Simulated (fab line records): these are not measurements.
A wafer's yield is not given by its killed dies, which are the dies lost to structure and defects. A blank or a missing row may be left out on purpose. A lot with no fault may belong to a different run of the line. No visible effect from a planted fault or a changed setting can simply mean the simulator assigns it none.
fab line records | flow gf180mcu
[record] lots = 5 | wafers = 15 | last_day = 34
route steps=602 shown VT_IMPLANT@116
lots that met no fault: from a run of the same line without faults
start_h: start of the lot's first displayed wafer, in hours after the record's first day | wait_h: hours elapsed since this lot's preceding step | " the same as in the row above | L1.1+2: several wafers, shown together as one row | - no value, or no start was given | * or withheld: withheld | < > ~ a bound
route shown NAME@n: a module of which the file shows steps, and the number in the route of the first | usual: the fault-free wafers' mean and standard deviation | same: alike in all rows | chamber/n: place in a boat | sites: each site's reading | _std_site: standard deviation of those values | _edge_site: outer sites' mean less inner sites' | radius_mm: how far each site lies from the wafer's centre | mask NAME#n: copy n | behind: the last tool/chamber to shape the wafer | hold: reason for holding the lot/hours on hold/outcome of the hold | device: names the non-switching transistor (n, p or np) | end of line: the same wafers' tests at the end of the route | where a step has no rows: the recipe by itself | killed: not the wafer's yield, but the dies lost to structure and defects at the first sort | map: a wafer's dies, x killed, . not, _ none there
set.NAME: setting as actually run; set.NAME@STEP: the setting as run at that earlier step | model.NAME: the simulator's own value behind a step, which no gauge read
certain route steps with their lots: each step a table, each wafer a row
services: the hour from which a tool's chamber was out of use, counted from the record's first day as start_h (under 0 if before that day), plus the number of hours and why
[[steps]]
[step GF_VT_IMPLANT_EXPOSE_26]
[recipe] mask_id = LVPWELL_HV_AREA | target_cd_nm = 860 | na = 0.6 | source_shape = conventional | sigma_outer = 0.6 | dose_mj = 140
[usual] focus_offset_nm = -0.1/0.61 | reticle_temp_C = 22.99/0.11
[same] na = 0.6
lot.wafer | tool             | chamber | start_h | wait_h | mask              | focus_offset_nm | reticle_temp_C
L079.1    | iline_stepper-02 | 0       | -       | -      | LVPWELL_HV_AREA#0 | 1.1             | 23.18
L079.2    | "                | 0       | "       | "      | LVPWELL_HV_AREA#0 | -0.2            | 22.97
L079.4    | "                | 0       | "       | "      | LVPWELL_HV_AREA#0 | -0.1            | 22.91
L080.4    | iline_stepper-02 | 0       | -       | -      | LVPWELL_HV_AREA#0 | -0.5            | 23.01
L080.5    | "                | 0       | "       | "      | LVPWELL_HV_AREA#0 | 0.1             | 23.06
L080.6    | "                | 0       | "       | "      | LVPWELL_HV_AREA#0 | -0.5            | 22.97
L087.2    | iline_stepper-02 | 0       | -       | -      | LVPWELL_HV_AREA#0 | -0.3            | 22.99
L087.4    | "                | 0       | "       | "      | LVPWELL_HV_AREA#0 | 0.3             | 22.97
L087.5    | "                | 0       | "       | "      | LVPWELL_HV_AREA#0 | 0.4             | 22.75
L093.4    | iline_stepper-02 | 0       | -       | -      | LVPWELL_HV_AREA#0 | -0.2            | 22.80
L093.5    | "                | 0       | "       | "      | LVPWELL_HV_AREA#0 | 0.6             | 23.03
L093.6    | "                | 0       | "       | "      | LVPWELL_HV_AREA#0 | 0.6             | 22.90
L095.3    | iline_stepper-02 | 0       | -       | -      | LVPWELL_HV_AREA#0 | -0.3            | 23.14
L095.4    | "                | 0       | "       | "      | LVPWELL_HV_AREA#0 | -1.2            | 22.96
L095.6    | "                | 0       | "       | "      | LVPWELL_HV_AREA#0 | -0.6            | 23.10
[step GF_VT_IMPLANT_PEB_27]
[recipe] temp_c = withheld | time_s = * | resist = NOVOLAK
lot.wafer  | tool           | chamber | start_h | wait_h
L079.1+2+4 | litho_track-02 | 0       | -       | -
L080.4+5+6 | litho_track-01 | 0       | -       | -
L087.2+4+5 | litho_track-03 | 0       | -       | -
L093.4+5+6 | litho_track-03 | 0       | -       | -
L095.3+4+6 | litho_track-01 | 0       | -       | -
[step GF_VT_IMPLANT_DEVELOP_28]
[recipe] develop_time_s = 60 | dev_temp_c = 23
lot.wafer  | tool           | chamber | start_h | wait_h
L079.1+2+4 | litho_track-02 | 0       | 174.17  | 0.1
L080.4+5+6 | litho_track-01 | 0       | 180.83  | 0.1
L087.2+4+5 | litho_track-03 | 0       | 225.45  | 0.1
L093.4+5+6 | litho_track-03 | 0       | 264.45  | 0.1
L095.3+4+6 | litho_track-01 | 0       | 278.50  | 0.1
[step GF_VT_IMPLANT_OVL_MEAS_29]
[usual] VT_IMPLANT_02_OVL = -1.0/1.2
lot.wafer | tool       | chamber | start_h | wait_h | VT_IMPLANT_02_OVL[nm]
L079.1    | overlay-02 | -       | 174.32  | 0.1    | -0.2
L079.2    | "          | -       | "       | "      | 0.5
L079.4    | "          | -       | "       | "      | -0.4
L080.4    | overlay-02 | -       | 180.92  | 0.1    | 0.0
L080.5    | "          | -       | "       | "      | -1.4
L080.6    | "          | -       | "       | "      | -1.2
L087.2    | overlay-02 | -       | 225.58  | 0.1    | -2.4
L087.4    | "          | -       | "       | "      | -2.2
L087.5    | "          | -       | "       | "      | -0.8
L093.4    | overlay-02 | -       | 264.54  | 0.1    | 0.4
L093.5    | "          | -       | "       | "      | -0.5
L093.6    | "          | -       | "       | "      | 0.6
L095.3    | overlay-01 | -       | 278.61  | 0.1    | 0.1
L095.4    | "          | -       | "       | "      | -1.1
L095.6    | "          | -       | "       | "      | -1.0
[step GF_VT_IMPLANT_IMPLANT_30]
[recipe] species = B | energy_kev = 25 | dose_cm2 = 2.534e+12 | tilt_deg = 7
lot.wafer  | tool         | chamber | start_h | wait_h
L079.1+2+4 | implanter-03 | 0       | 174.35  | 0.0
L080.4+5+6 | implanter-03 | 0       | 181.02  | 0.1
L087.2+4+5 | implanter-04 | 0       | 225.64  | 0.0
L093.4+5+6 | implanter-01 | 0       | 264.63  | 0.1
L095.3+4+6 | implanter-03 | 0       | 278.69  | 0.1
[step GF_VT_IMPLANT_STRIP_31]
[recipe] chemistry = O2/N2 | power_w = 1400 | pressure_mtorr = 1500 | platen_temp_c = 250 | o2_flow_sccm = 3000 | n2_flow_sccm = 300 | overash_fraction = 0.5
[usual] drypump_motor_current_A = 5.7/0.37 | heater_power_w = 331/34 | n2_flow_sccm = 299.9/0.89 | oes_product_au = 0.716/0.0048 | strip_time_to_endpoint_s = 12.63/0.034
lot.wafer | tool            | chamber | start_h | wait_h | drypump_motor_current_A | heater_power_w | n2_flow_sccm | oes_product_au | rf_hours_counter_h | strip_time_to_endpoint_s
L079.1    | plasma_asher-02 | 1       | 174.50  | 0.1    | 5.5                     | 282            | 299.1        | 0.719          | 48                 | 12.57
L079.2    | "               | 0       | "       | "      | 6.2                     | 337            | 299.3        | 0.717          | 48                 | 12.55
L079.4    | "               | 1       | "       | "      | 5.5                     | 290            | 300.0        | 0.705          | -                  | 12.57
L080.4    | plasma_asher-02 | 0       | 181.12  | 0.1    | 6.2                     | 334            | 300.0        | 0.709          | -                  | 12.60
L080.5    | "               | 1       | "       | "      | 5.5                     | 295            | 299.6        | 0.716          | -                  | 12.61
L080.6    | "               | 0       | "       | "      | 6.2                     | 335            | 301.7        | 0.725          | -                  | 12.59
L087.2    | plasma_asher-02 | 0       | 225.76  | 0.1    | 6.2                     | 342            | 299.1        | 0.716          | 53                 | 12.63
L087.4    | "               | 0       | "       | "      | 6.2                     | 341            | 300.3        | 0.714          | -                  | 12.63
L087.5    | "               | 0       | "       | "      | 6.2                     | 342            | 299.1        | 0.717          | -                  | 12.57
L093.4    | plasma_asher-04 | 0       | 264.74  | 0.1    | 5.9                     | 383            | 298.5        | 0.715          | -                  | 12.61
L093.5    | "               | 1       | "       | "      | 6.2                     | 296            | 299.9        | 0.719          | -                  | 12.61
L093.6    | "               | 0       | "       | "      | 5.9                     | 383            | 298.6        | 0.712          | -                  | 12.62
L095.3    | plasma_asher-02 | 1       | 278.82  | 0.1    | 5.5                     | 289            | 300.5        | 0.706          | -                  | 12.64
L095.4    | "               | 0       | "       | "      | 6.2                     | 343            | 299.5        | 0.715          | -                  | 12.68
L095.6    | "               | 1       | "       | "      | 5.5                     | 288            | 299.7        | 0.718          | -                  | 12.66
[step GF_VT_IMPLANT_TW_MEAS_32]
[usual] VT_IMPLANT_3_TW = 270.8/1.9
lot.wafer | tool          | chamber | start_h | wait_h | VT_IMPLANT_3_TW
L079.1    | film_metro-04 | -       | 174.60  | 0.1    | 270.9
L079.2    | "             | -       | "       | "      | 270.2
L079.4    | "             | -       | "       | "      | 271.5
L080.4    | film_metro-02 | -       | 181.22  | 0.1    | 270.7
L080.5    | "             | -       | "       | "      | 273.8
L080.6    | "             | -       | "       | "      | 272.4
L087.2    | film_metro-01 | -       | 225.87  | 0.1    | 268.9
L087.4    | "             | -       | "       | "      | 270.0
L087.5    | "             | -       | "       | "      | 269.2
L093.4    | film_metro-01 | -       | 264.84  | 0.1    | 270.4
L093.5    | "             | -       | "       | "      | 269.0
L093.6    | "             | -       | "       | "      | 270.5
L095.3    | film_metro-04 | -       | 278.91  | 0.1    | 271.1
L095.4    | "             | -       | "       | "      | 270.1
L095.6    | "             | -       | "       | "      | 270.4
[step GF_VT_IMPLANT_DEHYDRATE_33]
[recipe] temp_c = 200 | time_s = 60
lot.wafer  | tool           | chamber | start_h | wait_h
L079.1+2+4 | litho_track-02 | 0       | 182.32  | 7.7
L080.4+5+6 | litho_track-01 | 0       | 189.53  | 8.3
L087.2+4+5 | litho_track-02 | 0       | 233.69  | 7.8
L093.4+5+6 | litho_track-01 | 0       | 273.83  | 9.0
L095.3+4+6 | litho_track-03 | 0       | 288.42  | 9.5
[step GF_VT_IMPLANT_HMDS_34]
[recipe] prime_time_s = 60 | prime_temp_c = 120
lot.wafer  | tool           | chamber | start_h | wait_h
L079.1+2+4 | litho_track-02 | 0       | 182.47  | 0.1
L080.4+5+6 | litho_track-01 | 0       | 189.68  | 0.1
L087.2+4+5 | litho_track-02 | 0       | 233.84  | 0.1
L093.4+5+6 | litho_track-01 | 0       | 273.98  | 0.1
L095.3+4+6 | litho_track-03 | 0       | 288.57  | 0.1
[step GF_VT_IMPLANT_COAT_35]
[recipe] resist = NOVOLAK | spin_rpm = 3000 | resist_thk_nm = 1000
lot.wafer  | tool           | chamber | start_h | wait_h
L079.1+2+4 | litho_track-02 | 0       | 182.62  | 0.1
L080.4+5+6 | litho_track-01 | 0       | 189.83  | 0.1
L087.2+4+5 | litho_track-02 | 0       | 233.99  | 0.1
L093.4+5+6 | litho_track-01 | 0       | 274.13  | 0.1
L095.3+4+6 | litho_track-03 | 0       | 288.72  | 0.1
[step GF_VT_IMPLANT_SOFTBAKE_36]
[recipe] temp_c = 90 | time_s = 60 | resist = NOVOLAK
lot.wafer  | tool           | chamber | start_h | wait_h
L079.1+2+4 | litho_track-02 | 0       | 182.77  | 0.1
L080.4+5+6 | litho_track-01 | 0       | 189.98  | 0.1
L087.2+4+5 | litho_track-02 | 0       | 234.14  | 0.1
L093.4+5+6 | litho_track-01 | 0       | 274.28  | 0.1
L095.3+4+6 | litho_track-03 | 0       | 288.87  | 0.1
[step GF_VT_IMPLANT_EXPOSE_37]
[recipe] mask_id = Nwell_HV_AREA | target_cd_nm = 860 | na = 0.6 | source_shape = conventional | sigma_outer = 0.6 | dose_mj = 140
[usual] focus_offset_nm = 0.1/0.53 | reticle_temp_C = 23.02/0.099
[same] na = 0.6
lot.wafer | tool             | chamber | start_h | wait_h | mask            | focus_offset_nm | reticle_temp_C
L079.1    | iline_stepper-02 | 0       | -       | -      | Nwell_HV_AREA#0 | 0.6             | 22.96
L079.2    | "                | 0       | "       | "      | Nwell_HV_AREA#0 | 0.2             | 22.97
L079.4    | "                | 0       | "       | "      | Nwell_HV_AREA#0 | 0.7             | 23.03
L080.4    | iline_stepper-02 | 0       | -       | -      | Nwell_HV_AREA#0 | 1.0             | 23.01
L080.5    | "                | 0       | "       | "      | Nwell_HV_AREA#0 | 0.8             | 23.09
L080.6    | "                | 0       | "       | "      | Nwell_HV_AREA#0 | 0.7             | 23.15
L087.2    | iline_stepper-02 | 0       | -       | -      | Nwell_HV_AREA#0 | -0.9            | 23.11
L087.4    | "                | 0       | "       | "      | Nwell_HV_AREA#0 | -0.9            | 23.20
L087.5    | "                | 0       | "       | "      | Nwell_HV_AREA#0 | -0.5            | 22.96
L093.4    | iline_stepper-01 | 0       | -       | -      | Nwell_HV_AREA#0 | 1.5             | 23.03
L093.5    | "                | 0       | "       | "      | Nwell_HV_AREA#0 | 0.3             | 22.98
L093.6    | "                | 0       | "       | "      | Nwell_HV_AREA#0 | 0.2             | 22.98
L095.3    | iline_stepper-01 | 0       | -       | -      | Nwell_HV_AREA#0 | -0.7            | 23.17
L095.4    | "                | 0       | "       | "      | Nwell_HV_AREA#0 | 0.0             | 23.08
L095.6    | "                | 0       | "       | "      | Nwell_HV_AREA#0 | 0.1             | 23.12
[step GF_VT_IMPLANT_PEB_38]
[recipe] temp_c = withheld | time_s = * | resist = NOVOLAK
lot.wafer  | tool           | chamber | start_h | wait_h
L079.1+2+4 | litho_track-03 | 0       | -       | -
L080.4+5+6 | litho_track-01 | 0       | -       | -
L087.2+4+5 | litho_track-01 | 0       | -       | -
L093.4+5+6 | litho_track-02 | 0       | -       | -
L095.3+4+6 | litho_track-02 | 0       | -       | -
[[services]]
tool             | chamber | start_h | hours | kind
iline_stepper-02 | -       | 145.96  | 2.1   | pm
implanter-04     | -       | 146.50  | 0.6   | repair
iline_stepper-02 | -       | 148.05  | -     | consumable_replace:lamp
iline_stepper-01 | -       | 153.93  | 4.4   | pm
implanter-04     | -       | 199.60  | 1.0   | repair
implanter-03     | -       | 213.78  | 1.2   | repair
implanter-01     | -       | 218.90  | 1.5   | repair
iline_stepper-01 | 0       | 221.11  | -     | calibration
iline_stepper-01 | -       | 225.31  | 10.7  | repair
plasma_asher-04  | -       | 229.60  | 7.2   | repair
iline_stepper-02 | -       | 236.11  | 1.7   | pm
implanter-01     | -       | 245.50  | 3.8   | pm
implanter-04     | -       | 262.64  | 3.2   | pm
implanter-03     | -       | 267.95  | 1.7   | repair
[[key]]
fault none
